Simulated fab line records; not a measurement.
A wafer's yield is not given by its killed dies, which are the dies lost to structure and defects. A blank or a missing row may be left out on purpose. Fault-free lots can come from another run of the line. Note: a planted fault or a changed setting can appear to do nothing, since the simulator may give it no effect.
A single fault, viewed from 2 desks / flow sky130 / what lay behind the numbers comes last; until then each desk has only its own

== AT THE METROLOGY DESK ==
What the gauges read, lot by lot, whatever tool the lot ran on: means of the sampled wafers that have a number. Marked OUT: a lot whose mean sits more than 4 standard deviations from the usual mean, which makes it out of limits; the brackets give that distance.
Columns: A = POLY_GATE_OXIDATION_THK at SKY_POLY_GATE_THK_MEAS_21, usual 4.02 nm; B = cdNm at SKY_POLY_GATE_CD_MEAS_22, usual 150.5 nm; C = LDD_N_OVL at SKY_LDD_N_OVL_MEAS_07, usual -0.1 nm
lot=L965; first seen here=day 16 13:38; A=3.98; B=148.4; C=0.6
lot=L971; first seen here=day 19 14:07; A=4.06; B=148.1; C=0.9
lot=L973; first seen here=day 19 21:34; A=4.08; B=148.6; C=0.5
lot=L981; first seen here=day 22 19:04; A=4.07; B=150.7; C=0.1
lot=L982; first seen here=day 23 00:08; A=4.17; B=151.0; C=-1.3
lot=L987; first seen here=day 25 23:49; A=4.08; B=149.7; C=-1.0
Finding of this desk: none of the 6 lots has anything out of limits.

== TOOL OWNER'S DESK, implanter-03 ==
The tool's own readings at SKY_LDD_N_IMPLANT_10, given as means over the sampled wafers that have a number, one for each lot that went through this tool. Marked OUT: a lot whose mean sits more than 4 standard deviations from the usual mean, which makes it out of limits; the brackets give that distance.
Columns: A = beamEnergyKeV at SKY_LDD_N_IMPLANT_10, usual 19.999; B = beamOnS at SKY_LDD_N_IMPLANT_10, usual 10.00 s
lot=L971; first seen here=day 20 20:53; A=19.763 (-34) OUT; B=10.21
lot=L973; first seen here=day 21 04:27; A=19.761 (-34) OUT; B=10.04
lot=L987; first seen here=day 27 04:19; A=20.000; B=10.16
Finding of this desk: L971, L973 out of limits; the first was L971 at day 20 20:53, on beamEnergyKeV at SKY_LDD_N_IMPLANT_10. In limits: L987.

== PUT TOGETHER ==
An alarm could have come from the tool owner's desk at day 20 20:53, on L971, L973.
The metrology desk saw nothing out of limits.
The metrology desk has L971, L973 on record, within its limits.
Every lot named ran SKY_LDD_N_IMPLANT_10 on implanter-03.

== WHAT WAS PUT IN BY THE SIMULATOR ==
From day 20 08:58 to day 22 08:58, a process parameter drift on implanter-03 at SKY_LDD_N_IMPLANT_10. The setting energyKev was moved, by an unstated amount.
Shown lots that were struck: L971, L973.
Each desk's first reading out of limits, in hours after the fault started: the tool owner's desk, 12.
